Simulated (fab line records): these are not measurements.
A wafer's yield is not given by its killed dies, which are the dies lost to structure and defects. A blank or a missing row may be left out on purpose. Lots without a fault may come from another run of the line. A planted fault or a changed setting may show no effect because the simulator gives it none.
fab line records	flow gf180mcu	part 1 of 2: steps 1 to 32 of 44
[record] lots = 5	wafers = 15	last_day = 34
route steps=602 shown POLY_GATE@165 HV_LDD@176
lots that met no fault: taken from a fault-free run of the same line
start_h: hours from the record's first day to the start of the lot's first wafer shown	wait_h: hours from the lot's prior step to this one	" unchanged from the row above	L1.1+2: several wafers, shown together as one row	- value missing, or start not given	* or withheld: withheld	< > ~ a bound
route shown NAME@n: a module of which the file shows steps, and the number in the route of the first	usual: average and standard deviation across the fault-free wafers	same: alike in all rows	chamber/n: place in a boat	sites: readings site by site	_std_site: the standard deviation of these	_edge_site: inner sites' mean taken away from outer sites' mean	radius_mm: how far each site lies from the wafer's centre	mask NAME#n: copy n	behind: the last tool/chamber to shape the wafer	hold: why the lot went on hold/how many hours it stayed there/how the hold came to an end	device: whichever transistor did not switch (one of n, p or np)	end of line: tests of these same wafers at the route's end	a step given without rows: its recipe and nothing more	killed: not the wafer's yield, but the dies lost to structure and defects at the first sort	map: shows each die of a wafer: x if killed, . if not, _ if none is there
set.NAME: the setting as run; set.NAME@STEP: as run at that earlier step	model.NAME: the simulator's own value behind a step, which no gauge read
a table for each step, a row for each wafer; lots at some steps of the route
services: a tool's chamber out of use, with start hour (start_h, from the record's first day; less than 0 if before it), hours out, and reason
[[steps]]
[step GF_POLY_GATE_PEB_08]
[recipe] peb_temp_c = 135	peb_time_s = 90	resist = KrF
lot.wafer	tool	chamber	start_h	wait_h
L082.3+4+5	litho_track-03	0	-	-
L088.1+3+6	litho_track-04	0	-	-
L089.1+2+3	litho_track-04	0	-	-
L090.1+2+4	litho_track-03	0	-	-
L097.1+3+6	litho_track-02	0	-	-
[step GF_POLY_GATE_DEVELOP_09]
[recipe] develop_time_s = 60	resist = KrF	dev_temp_c = 21
lot.wafer	tool	chamber	start_h	wait_h
L082.3+4+5	litho_track-03	0	251.12	0.1
L088.1+3+6	litho_track-04	0	297.08	0.2
L089.1+2+3	litho_track-04	0	302.33	0.2
L090.1+2+4	litho_track-03	0	312.32	0.2
L097.1+3+6	litho_track-02	0	361.92	0.2
[step GF_POLY_GATE_CD_MEAS_10]
[recipe] target_cd_nm = 280
[usual] cd_nm = 280.6/1
lot.wafer	tool	chamber	start_h	wait_h	cd_nm
L082.3	cd_sem-02	-	251.26	0.1	279.2
L082.4	"	-	"	"	277.8
L082.5	"	-	"	"	278.6
L088.1	cd_sem-01	-	297.23	0.1	281.7
L088.3	"	-	"	"	279.8
L088.6	"	-	"	"	280.5
L089.1	cd_sem-02	-	302.48	0.1	280.4
L089.2	"	-	"	"	281.4
L089.3	"	-	"	"	280.9
L090.1	cd_sem-01	-	312.47	0.1	279.2
L090.2	"	-	"	"	280.0
L090.4	"	-	"	"	279.4
L097.1	cd_sem-01	-	362.07	0.1	280.2
L097.3	"	-	"	"	281.0
L097.6	"	-	"	"	280.2
[step GF_POLY_GATE_OVL_MEAS_11]
[usual] POLY_GATE_OVL = -3/4.9
lot.wafer	tool	chamber	start_h	wait_h	POLY_GATE_OVL[nm]
L082.3	overlay-01	-	251.35	0.1	-7
L082.4	"	-	"	"	-7
L082.5	"	-	"	"	1
L088.1	overlay-01	-	297.35	0.1	-5
L088.3	"	-	"	"	-7
L088.6	"	-	"	"	1
L089.1	overlay-02	-	302.60	0.1	-5
L089.2	"	-	"	"	-3
L089.3	"	-	"	"	-3
L090.1	overlay-01	-	312.59	0.1	-3
L090.2	"	-	"	"	-4
L090.4	"	-	"	"	3
L097.1	overlay-02	-	362.19	0.1	-6
L097.3	"	-	"	"	0
L097.6	"	-	"	"	2
[step GF_POLY_GATE_ETCH_12]
[recipe] chemistry = N2/H2	target_depth_a = withheld	overetch_a = withheld	time_s = withheld	target = BARC	ion_energy_ev = 200	source_w = 500	bias_w = 100	pressure_mtorr = 30	n2_flow_sccm = 100	h2_flow_sccm = 200
[usual] drypump_motor_current_A = 5.88/0.26	oes_product_au = 0.735/0.0049	throttle_valve_pct = 13.215/0.0087
lot.wafer	tool	chamber	start_h	wait_h	drypump_motor_current_A	oes_product_au	throttle_valve_pct
L082.3	rie_diel-03	1	251.38	0.0	6.01	0.742	13.212
L082.4	"	0	"	"	5.88	0.743	13.205
L082.5	"	1	"	"	6.01	0.734	13.193
L088.1	rie_diel-01	0	297.38	0.0	5.91	0.733	13.230
L088.3	"	2	"	"	6.06	0.734	13.207
L088.6	"	1	"	"	5.83	0.738	13.214
L089.1	rie_diel-01	1	302.63	0.0	5.79	0.739	13.221
L089.2	"	3	"	"	6.19	0.736	13.201
L089.3	"	0	"	"	5.88	0.738	13.210
L090.1	rie_diel-04	0	312.62	0.0	6.02	0.722	13.214
L090.2	"	2	"	"	5.38	0.730	13.226
L090.4	"	1	"	"	5.76	0.728	13.214
L097.1	rie_diel-04	3	362.22	0.0	5.45	0.741	13.219
L097.3	"	0	"	"	6.02	0.726	13.214
L097.6	"	0	"	"	6.02	0.738	13.206
[step GF_POLY_GATE_ETCH_13]
[recipe] target = poly-Si	target_depth_nm = 198.5	stop_on = SiO2	over_etch_frac = 0.403	chemistry = HBr/Cl2	icp_w = 400	bias_w = 100	pressure_mtorr = 10	HBr_flow_sccm = 150	Cl2_flow_sccm = 50	time_s = 69.6
[usual] HBr_flow_sccm = 150.0/0.41	drypump_motor_current_A = 5.7/0.48	oes_product_au = 0.987/0.0073	throttle_valve_pct = 33.685/0.0086
[same] time_s = 69.6
lot.wafer	tool	chamber	start_h	wait_h	HBr_flow_sccm	drypump_motor_current_A	oes_product_au	rf_hours_counter_h	throttle_valve_pct
L082.3	rie_si-01	2	251.43	-	150.1	6.1	1.003	4	33.687
L082.4	"	2	"	"	150.8	6.1	1.000	-	33.679
L082.5	"	0	"	"	150.5	5.2	0.987	-	33.663
L088.1	rie_si-02	2	297.44	-	149.9	5.8	0.983	13	33.686
L088.3	"	1	"	"	150.3	5.5	0.994	98	33.678
L088.6	"	3	"	"	150.5	5.1	0.982	-	33.689
L089.1	rie_si-02	3	302.69	-	149.6	5.1	0.989	72	33.686
L089.2	"	2	"	"	149.7	5.8	0.986	13	33.680
L089.3	"	1	"	"	150.9	5.5	0.992	98	33.695
L090.1	rie_si-01	3	312.67	-	150.0	5.9	0.985	1	33.684
L090.2	"	2	"	"	150.7	6.1	1.007	5	33.679
L090.4	"	1	"	"	150.9	6.8	0.989	0	33.690
L097.1	rie_si-02	3	362.27	-	150.3	5.1	0.993	73	33.689
L097.3	"	2	"	"	150.4	5.8	0.979	14	33.687
L097.6	"	0	"	"	149.2	5.7	0.992	-	33.676
[step GF_POLY_GATE_STRIP_14]
[recipe] chemistry = O2/N2	power_w = 1400	pressure_mtorr = 1500	platen_temp_c = 250	o2_flow_sccm = 3000	n2_flow_sccm = 300	overash_fraction = 0.5
[usual] drypump_motor_current_A = 5.8/0.43	heater_power_w = 359/36	oes_product_au = 0.505/0.0049
lot.wafer	tool	chamber	start_h	wait_h	drypump_motor_current_A	heater_power_w	oes_product_au	rf_hours_counter_h
L082.3	plasma_asher-02	0	251.51	0.1	5.6	333	0.494	-
L082.4	"	1	"	"	5.5	411	0.502	-
L082.5	"	1	"	"	5.5	407	0.501	-
L088.1	plasma_asher-02	1	297.49	0.0	5.5	408	0.500	60
L088.3	"	1	"	"	5.5	409	0.508	-
L088.6	"	0	"	"	5.6	324	0.505	-
L089.1	plasma_asher-02	1	302.74	0.0	5.5	402	0.505	61
L089.2	"	0	"	"	5.6	335	0.499	61
L089.3	"	1	"	"	5.5	411	0.507	-
L090.1	plasma_asher-03	0	312.73	0.0	6.3	354	0.502	52
L090.2	"	1	"	"	6.7	368	0.505	52
L090.4	"	0	"	"	6.3	353	0.513	-
L097.1	plasma_asher-04	0	362.33	0.0	6.1	371	0.512	77
L097.3	"	1	"	"	5.3	300	0.509	-
L097.6	"	0	"	"	6.0	362	0.508	-
[step GF_POLY_GATE_CLEAN_15]
[recipe] chemistry = SC1/SC2	mix = 1:4:20	temp_c = 70	time_s = 150	dry = n2_spin
[same] time_s = 150
lot.wafer	tool	chamber	start_h	wait_h
L082.3+4+5	wet_bench-03	1	251.58	0.0
L088.1+3+6	wet_bench-04	3	297.59	0.1
L089.1+2+3	wet_bench-03	0	302.84	0.1
L090.1+2+4	wet_bench-04	3	312.83	0.1
L097.1+3+6	wet_bench-03	3	362.43	0.1
[step GF_POLY_GATE_OXIDATION_16]
[recipe] temp_c = 850	ambient = O2	stabilise_s = 600	purge_s = 300	target_thk_a = 40	ox_time_s = 899
[usual] zone_power_top_pct = 24.3/1.9
lot.wafer	tool	chamber	start_h	wait_h	zone_power_top_pct
L082.3	furnace-01	0	251.63	0.0	26.8
L082.4	"	0	"	"	26.8
L082.5	"	0	"	"	25.8
L088.1	furnace-02	0	297.64	0.0	22.5
L088.3	"	0	"	"	22.6
L088.6	"	0	"	"	22.8
L089.1	furnace-02	0	302.89	0.0	22.7
L089.2	"	0	"	"	22.3
L089.3	"	0	"	"	22.2
L090.1	furnace-02	0	313.20	0.3	22.6
L090.2	"	0	"	"	22.5
L090.4	"	0	"	"	22.5
L097.1	furnace-01	0	362.48	0.0	26.5
L097.3	"	0	"	"	26.5
L097.6	"	0	"	"	26.7
[step GF_POLY_GATE_THK_MEAS_17]
[recipe] reads = SiO2_of_POLY_GATE_OXIDATION_16
[usual] POLY_GATE_OXIDATION_THK = 4.02/0.081
lot.wafer	tool	chamber	start_h	wait_h	POLY_GATE_OXIDATION_THK[nm]
L082.3	film_metro-01	-	252.90	0.0	3.98
L082.4	"	-	"	"	4.04
L082.5	"	-	"	"	4.00
L088.1	film_metro-04	-	298.89	0.0	3.95
L088.3	"	-	"	"	3.95
L088.6	"	-	"	"	3.95
L089.1	film_metro-01	-	304.14	0.0	4.03
L089.2	"	-	"	"	4.00
L089.3	"	-	"	"	4.09
L090.1	film_metro-04	-	314.45	0.0	4.04
L090.2	"	-	"	"	4.01
L090.4	"	-	"	"	4.03
L097.1	film_metro-04	-	363.73	0.0	3.94
L097.3	"	-	"	"	3.91
L097.6	"	-	"	"	4.06
[step GF_POLY_GATE_CD_MEAS_18]
[usual] cd_nm = 280.8/2.1
lot.wafer	tool	chamber	start_h	wait_h	cd_nm
L082.3	cd_sem-02	-	253.06	0.1	278.9
L082.4	"	-	"	"	279.5
L082.5	"	-	"	"	278.3
L088.1	cd_sem-02	-	298.95	0.1	281.1
L088.3	"	-	"	"	275.3
L088.6	"	-	"	"	281.2
L089.1	cd_sem-01	-	304.20	0.1	281.2
L089.2	"	-	"	"	281.0
L089.3	"	-	"	"	279.5
L090.1	cd_sem-02	-	314.51	0.1	279.4
L090.2	"	-	"	"	280.3
L090.4	"	-	"	"	276.5
L097.1	cd_sem-01	-	363.79	0.1	279.6
L097.3	"	-	"	"	282.0
L097.6	"	-	"	"	281.2
[step GF_HV_LDD_DEHYDRATE_00]
[recipe] temp_c = 200	time_s = 60
[same] time_s = 60
lot.wafer	tool	chamber	start_h	wait_h
L082.3+4+5	litho_track-04	0	262.23	9.1
L088.1+3+6	litho_track-04	0	308.68	9.7
L089.1+2+3	litho_track-04	0	314.23	10.0
L090.1+2+4	litho_track-01	0	324.43	9.9
L097.1+3+6	litho_track-04	0	373.68	9.9
[step GF_HV_LDD_HMDS_01]
[recipe] prime_time_s = 60	prime_temp_c = 120
[same] prime_time_s = 60
lot.wafer	tool	chamber	start_h	wait_h
L082.3+4+5	litho_track-04	0	262.38	0.1
L088.1+3+6	litho_track-04	0	308.83	0.1
L089.1+2+3	litho_track-04	0	314.38	0.1
L090.1+2+4	litho_track-01	0	324.58	0.1
L097.1+3+6	litho_track-04	0	373.83	0.1
[step GF_HV_LDD_COAT_02]
[recipe] resist = NOVOLAK	spin_rpm = 3000	resist_thk_nm = 1000
lot.wafer	tool	chamber	start_h	wait_h
L082.3+4+5	litho_track-04	0	262.53	0.1
L088.1+3+6	litho_track-04	0	308.98	0.1
L089.1+2+3	litho_track-04	0	314.53	0.1
L090.1+2+4	litho_track-01	0	324.73	0.1
L097.1+3+6	litho_track-04	0	373.98	0.1
[step GF_HV_LDD_SOFTBAKE_03]
[recipe] temp_c = 90	time_s = 60	resist = NOVOLAK
[same] time_s = 60
lot.wafer	tool	chamber	start_h	wait_h
L082.3+4+5	litho_track-04	0	262.68	0.1
L088.1+3+6	litho_track-04	0	309.13	0.1
L089.1+2+3	litho_track-04	0	314.68	0.1
L090.1+2+4	litho_track-01	0	324.88	0.1
L097.1+3+6	litho_track-04	0	374.13	0.1
[step GF_HV_LDD_EXPOSE_04]
[recipe] mask_id = Nplus_LV_AREA	target_cd_nm = 400	na = 0.6	source_shape = conventional	sigma_outer = 0.6	dose_mj = 140
lot.wafer	tool	chamber	start_h	wait_h	mask
L082.3+4+5	iline_stepper-02	0	-	-	Nplus_LV_AREA#0
L088.1+3+6	iline_stepper-01	0	-	-	Nplus_LV_AREA#0
L089.1+2+3	iline_stepper-01	0	-	-	Nplus_LV_AREA#0
L090.1+2+4	iline_stepper-02	0	-	-	Nplus_LV_AREA#0
L097.1+3+6	iline_stepper-01	0	-	-	Nplus_LV_AREA#0
[step GF_HV_LDD_PEB_05]
[recipe] temp_c = withheld	time_s = *	resist = NOVOLAK
[same] time_s = *
lot.wafer	tool	chamber	start_h	wait_h
L082.3+4+5	litho_track-04	0	-	-
L088.1+3+6	litho_track-01	0	-	-
L089.1+2+3	litho_track-04	0	-	-
L090.1+2+4	litho_track-01	0	-	-
L097.1+3+6	litho_track-04	0	-	-
[step GF_HV_LDD_DEVELOP_06]
[recipe] develop_time_s = 60	dev_temp_c = 23
lot.wafer	tool	chamber	start_h	wait_h
L082.3+4+5	litho_track-04	0	272.83	0.1
L088.1+3+6	litho_track-01	0	319.28	0.1
L089.1+2+3	litho_track-04	0	324.73	0.1
L090.1+2+4	litho_track-01	0	335.38	0.1
L097.1+3+6	litho_track-04	0	385.38	0.1
[step GF_HV_LDD_CD_MEAS_07]
[recipe] target_cd_nm = 400
[usual] cd_nm = 399.5/2
lot.wafer	tool	chamber	start_h	wait_h	cd_nm
L082.3	cd_sem-01	-	272.97	0.1	398.5
L082.4	"	-	"	"	399.2
L082.5	"	-	"	"	397.6
L088.1	cd_sem-01	-	319.43	0.1	398.5
L088.3	"	-	"	"	401.5
L088.6	"	-	"	"	399.5
L089.1	cd_sem-02	-	324.99	0.2	398.9
L089.2	"	-	"	"	398.7
L089.3	"	-	"	"	398.5
L090.1	cd_sem-02	-	335.53	0.1	400.3
L090.2	"	-	"	"	397.9
L090.4	"	-	"	"	400.9
L097.1	cd_sem-02	-	385.53	0.1	402.2
L097.3	"	-	"	"	401.2
L097.6	"	-	"	"	403.3
[step GF_HV_LDD_OVL_MEAS_08]
[usual] HV_LDD_OVL = 1.1/1.2
lot.wafer	tool	chamber	start_h	wait_h	HV_LDD_OVL[nm]
L082.3	overlay-02	-	273.06	0.1	0.4
L082.4	"	-	"	"	1.5
L082.5	"	-	"	"	1.9
L088.1	overlay-01	-	319.55	0.1	2.3
L088.3	"	-	"	"	0.4
L088.6	"	-	"	"	0.4
L089.1	overlay-01	-	325.11	0.1	0.0
L089.2	"	-	"	"	1.8
L089.3	"	-	"	"	1.1
L090.1	overlay-02	-	335.65	0.1	2.1
L090.2	"	-	"	"	1.6
L090.4	"	-	"	"	2.0
L097.1	overlay-02	-	385.65	0.1	1.3
L097.3	"	-	"	"	3.1
L097.6	"	-	"	"	0.7
[step GF_HV_LDD_IMPLANT_09]
[recipe] species = As	energy_kev = 40	dose_cm2 = 1e+14	tilt_deg = 7
[usual] beam_energy_keV = 40.000/0.012	end_station_pressure_torr = 5.43e-06/2.9e-07
lot.wafer	tool	chamber	start_h	wait_h	beam_energy_keV	end_station_pressure_torr
L082.3	implanter-02	0	273.14	0.1	39.993	5.31e-06
L082.4	"	0	"	"	40.018	5.66e-06
L082.5	"	0	"	"	39.996	4.97e-06
L088.1	implanter-02	0	319.59	0.0	39.992	4.93e-06
L088.3	"	0	"	"	40.024	5.01e-06
L088.6	"	0	"	"	40.018	5.82e-06
L089.1	implanter-02	0	325.14	0.0	39.998	5.08e-06
L089.2	"	0	"	"	39.985	5.13e-06
L089.3	"	0	"	"	39.966	5.53e-06
L090.1	implanter-03	0	335.69	0.0	39.999	5.63e-06
L090.2	"	0	"	"	40.006	5.59e-06
L090.4	"	0	"	"	39.998	5.15e-06
L097.1	implanter-04	0	385.68	0.0	39.993	5.42e-06
L097.3	"	0	"	"	39.987	6.11e-06
L097.6	"	0	"	"	39.999	5.92e-06
[step GF_HV_LDD_STRIP_10]
[recipe] chemistry = O2/N2	power_w = 1400	pressure_mtorr = 1500	platen_temp_c = 250	o2_flow_sccm = 3000	n2_flow_sccm = 300	overash_fraction = 0.5
[usual] drypump_motor_current_A = 5.56/0.26	heater_power_w = 351/39	oes_product_au = 0.716/0.0048	strip_time_to_endpoint_s = 12.62/0.03
lot.wafer	tool	chamber	start_h	wait_h	drypump_motor_current_A	heater_power_w	oes_product_au	rf_hours_counter_h	strip_time_to_endpoint_s
L082.3	plasma_asher-01	1	273.27	0.1	5.22	371	0.716	-	12.62
L082.4	"	0	"	"	5.52	330	0.709	-	12.62
L082.5	"	1	"	"	5.20	372	0.720	-	12.63
L088.1	plasma_asher-02	1	319.74	0.1	5.51	405	0.710	62	12.56
L088.3	"	1	"	"	5.55	402	0.717	-	12.58
L088.6	"	1	"	"	5.57	403	0.714	-	12.57
L089.1	plasma_asher-01	1	325.29	0.1	5.24	366	0.713	19	12.64
L089.2	"	0	"	"	5.49	319	0.719	19	12.63
L089.3	"	1	"	"	5.25	368	0.713	-	12.64
L090.1	plasma_asher-01	1	335.84	0.1	5.21	383	0.720	20	12.63
L090.2	"	0	"	"	5.52	328	0.709	20	12.56
L090.4	"	1	"	"	5.22	375	0.722	-	12.61
L097.1	plasma_asher-02	1	385.83	0.1	5.53	413	0.710	69	12.68
L097.3	"	0	"	"	5.66	330	0.707	-	12.64
L097.6	"	0	"	"	5.63	341	0.716	-	12.71
[step GF_HV_LDD_TW_MEAS_11]
[usual] HV_LDD_TW = 2383/24
lot.wafer	tool	chamber	start_h	wait_h	HV_LDD_TW
L082.3	film_metro-04	-	273.36	0.1	2370
L082.4	"	-	"	"	2363
L082.5	"	-	"	"	2362
L088.1	film_metro-04	-	319.84	0.1	2369
L088.3	"	-	"	"	2380
L088.6	"	-	"	"	2382
L089.1	film_metro-04	-	325.39	0.1	2365
L089.2	"	-	"	"	2366
L089.3	"	-	"	"	2380
L090.1	film_metro-02	-	335.94	0.1	2378
L090.2	"	-	"	"	2375
L090.4	"	-	"	"	2375
L097.1	film_metro-04	-	385.93	0.1	2365
L097.3	"	-	"	"	2363
L097.6	"	-	"	"	2346
[step GF_HV_LDD_DEHYDRATE_12]
[recipe] temp_c = 200	time_s = 60
[same] time_s = 60
lot.wafer	tool	chamber	start_h	wait_h
L082.3+4+5	litho_track-01	0	282.88	9.5
L088.1+3+6	litho_track-03	0	329.47	9.6
L089.1+2+3	litho_track-03	0	335.37	10.0
L090.1+2+4	litho_track-01	0	345.93	10.0
L097.1+3+6	litho_track-04	0	396.68	10.7
[step GF_HV_LDD_HMDS_13]
[recipe] prime_time_s = 60	prime_temp_c = 120
[same] prime_time_s = 60
lot.wafer	tool	chamber	start_h	wait_h
L082.3+4+5	litho_track-01	0	283.03	0.1
L088.1+3+6	litho_track-03	0	329.62	0.1
L089.1+2+3	litho_track-03	0	335.52	0.1
L090.1+2+4	litho_track-01	0	346.08	0.1
L097.1+3+6	litho_track-04	0	396.83	0.1
[step GF_HV_LDD_COAT_14]
[recipe] resist = NOVOLAK	spin_rpm = 3000	resist_thk_nm = 1000
lot.wafer	tool	chamber	start_h	wait_h
L082.3+4+5	litho_track-01	0	283.18	0.1
L088.1+3+6	litho_track-03	0	329.77	0.1
L089.1+2+3	litho_track-03	0	335.67	0.1
L090.1+2+4	litho_track-01	0	346.23	0.1
L097.1+3+6	litho_track-04	0	396.98	0.1
[step GF_HV_LDD_SOFTBAKE_15]
[recipe] temp_c = 90	time_s = 60	resist = NOVOLAK
[same] time_s = 60
lot.wafer	tool	chamber	start_h	wait_h
L082.3+4+5	litho_track-01	0	283.33	0.1
L088.1+3+6	litho_track-03	0	329.92	0.1
L089.1+2+3	litho_track-03	0	335.82	0.1
L090.1+2+4	litho_track-01	0	346.38	0.1
L097.1+3+6	litho_track-04	0	397.13	0.1
[step GF_HV_LDD_EXPOSE_16]
[recipe] mask_id = Pplus_LV_AREA	target_cd_nm = 400	na = 0.6	source_shape = conventional	sigma_outer = 0.6	dose_mj = 140
lot.wafer	tool	chamber	start_h	wait_h	mask
L082.3+4+5	iline_stepper-02	0	-	-	Pplus_LV_AREA#0
L088.1+3+6	iline_stepper-01	0	-	-	Pplus_LV_AREA#0
L089.1+2+3	iline_stepper-02	0	-	-	Pplus_LV_AREA#0
L090.1+2+4	iline_stepper-02	0	-	-	Pplus_LV_AREA#0
L097.1+3+6	iline_stepper-02	0	-	-	Pplus_LV_AREA#0
[step GF_HV_LDD_PEB_17]
[recipe] temp_c = withheld	time_s = *	resist = NOVOLAK
[same] time_s = *
lot.wafer	tool	chamber	start_h	wait_h
L082.3+4+5	litho_track-01	0	-	-
L088.1+3+6	litho_track-04	0	-	-
L089.1+2+3	litho_track-03	0	-	-
L090.1+2+4	litho_track-01	0	-	-
L097.1+3+6	litho_track-04	0	-	-
[step GF_HV_LDD_DEVELOP_18]
[recipe] develop_time_s = 60	dev_temp_c = 23
lot.wafer	tool	chamber	start_h	wait_h
L082.3+4+5	litho_track-01	0	293.38	0.1
L088.1+3+6	litho_track-04	0	340.33	0.1
L089.1+2+3	litho_track-03	0	346.17	0.1
L090.1+2+4	litho_track-01	0	357.08	0.1
L097.1+3+6	litho_track-04	0	409.58	0.1
[step GF_HV_LDD_CD_MEAS_19]
[recipe] target_cd_nm = 400
[usual] cd_nm = 400.3/2.2
lot.wafer	tool	chamber	start_h	wait_h	cd_nm
L082.3	cd_sem-01	-	293.52	0.1	398.9
L082.4	"	-	"	"	401.4
L082.5	"	-	"	"	402.4
L088.1	cd_sem-02	-	340.48	0.1	398.6
L088.3	"	-	"	"	399.1
L088.6	"	-	"	"	398.6
L089.1	cd_sem-02	-	346.32	0.1	403.1
L089.2	"	-	"	"	402.8
L089.3	"	-	"	"	400.4
L090.1	cd_sem-01	-	357.23	0.1	396.5
L090.2	"	-	"	"	396.1
L090.4	"	-	"	"	394.1
L097.1	cd_sem-02	-	409.73	0.1	400.5
L097.3	"	-	"	"	402.1
L097.6	"	-	"	"	399.3
[step GF_HV_LDD_OVL_MEAS_20]
[usual] HV_LDD_01_OVL = 1.1/1.3
lot.wafer	tool	chamber	start_h	wait_h	HV_LDD_01_OVL[nm]
L082.3	overlay-01	-	293.61	0.1	1.1
L082.4	"	-	"	"	-0.7
L082.5	"	-	"	"	2.0
L088.1	overlay-02	-	340.60	0.1	1.3
L088.3	"	-	"	"	0.7
L088.6	"	-	"	"	1.0
L089.1	overlay-02	-	346.44	0.1	-0.9
L089.2	"	-	"	"	-0.5
L089.3	"	-	"	"	0.4
L090.1	overlay-02	-	357.35	0.1	-0.3
L090.2	"	-	"	"	1.1
L090.4	"	-	"	"	0.3
L097.1	overlay-02	-	409.85	0.1	-0.2
L097.3	"	-	"	"	0.2
L097.6	"	-	"	"	-0.9
